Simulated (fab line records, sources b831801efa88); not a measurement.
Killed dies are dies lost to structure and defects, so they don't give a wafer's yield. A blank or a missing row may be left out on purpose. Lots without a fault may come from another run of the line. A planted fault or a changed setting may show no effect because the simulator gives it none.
One fault seen from 2 desks | flow sky130 | each desk has only its own numbers; what lay behind them comes last

THE METROLOGY DESK
What the gauges read, lot by lot, whatever tool the lot ran on: means of the sampled wafers that have a number. A lot is out of limits, marked OUT, if its mean lies more than 4 standard deviations from the usual mean; the brackets give that distance.
Columns: A = CAP2M_TIN_THK at SKY_CAP2M_THK_MEAS_04, usual 200.0 nm
lot  | first seen here | A
L204 | day 39 16:22    | 201.6
L208 | day 41 00:08    | 197.8
L210 | day 41 21:38    | 199.5
L214 | day 43 17:12    | 201.1
L215 | day 43 20:51    | 200.2
L219 | day 44 07:43    | 198.4
L222 | day 44 20:13    | 200.1
L221 | day 45 00:00    | 203.9
L225 | day 45 16:20    | 203.4
L226 | day 46 00:05    | 199.1
L227 | day 46 16:13    | 201.4
This desk's finding: nothing out of limits on any of the 11 lots.

THE TOOL OWNER'S DESK: rie_metal-04
The tool's own readings at SKY_CAP2M_METAL_ETCH_13 (etches TiN in Cl2/BCl3, stops on SiO2, target depth 220 nm, time 62.9 s): means of the sampled wafers that have a number, for each lot that ran on this tool. A lot is out of limits, marked OUT, if its mean lies more than 4 standard deviations from the usual mean; the brackets give that distance.
Columns: A = drypump_motor_current_A at SKY_CAP2M_METAL_ETCH_13, usual 5.9 A; B = he_backside_leak_sccm at SKY_CAP2M_METAL_ETCH_13, usual 3.36 sccm; C = mfc_cl2_sccm at SKY_CAP2M_METAL_ETCH_13, usual 60.04 sccm; D = oes_product_au at SKY_CAP2M_METAL_ETCH_13, usual 0.941 a.u.; E = run_length_s at SKY_CAP2M_METAL_ETCH_13, usual 90.9 s; F = throttle_valve_pct at SKY_CAP2M_METAL_ETCH_13, usual 21.901 %
lot  | first seen here | A   | B    | C     | D     | E               | F
L204 | day 40 16:55    | 5.3 | 3.49 | 59.93 | 0.944 | 90.6            | 21.903
L208 | day 41 23:39    | 5.3 | 3.50 | 60.18 | 0.938 | 90.7            | 21.902
L214 | day 44 14:49    | 5.5 | 3.44 | 60.10 | 0.962 | 89.3            | 21.902
L215 | day 44 18:11    | 5.5 | 3.64 | 60.12 | 0.957 | 89.1 (-4.3) OUT | 21.890
This desk's finding: out of limits on L215; first on L215, day 44 18:11 (run_length_s at SKY_CAP2M_METAL_ETCH_13). In limits: L204, L208, L214.

PUT TOGETHER
The tool owner's desk could have raised an alarm at day 44 18:11, on L215.
The metrology desk saw nothing out of limits.
The metrology desk has L215 on record, within its limits.
Of the lots named, all ran SKY_CAP2M_METAL_ETCH_13 on rie_metal-04.

WHAT THE SIMULATOR HAD PUT IN
Process parameter drift: rie_metal-04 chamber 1, from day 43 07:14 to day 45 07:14, at SKY_CAP2M_METAL_ETCH_13. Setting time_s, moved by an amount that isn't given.
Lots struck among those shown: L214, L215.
Hours from the fault's start to each desk's first reading out of limits: the tool owner's desk, 35.
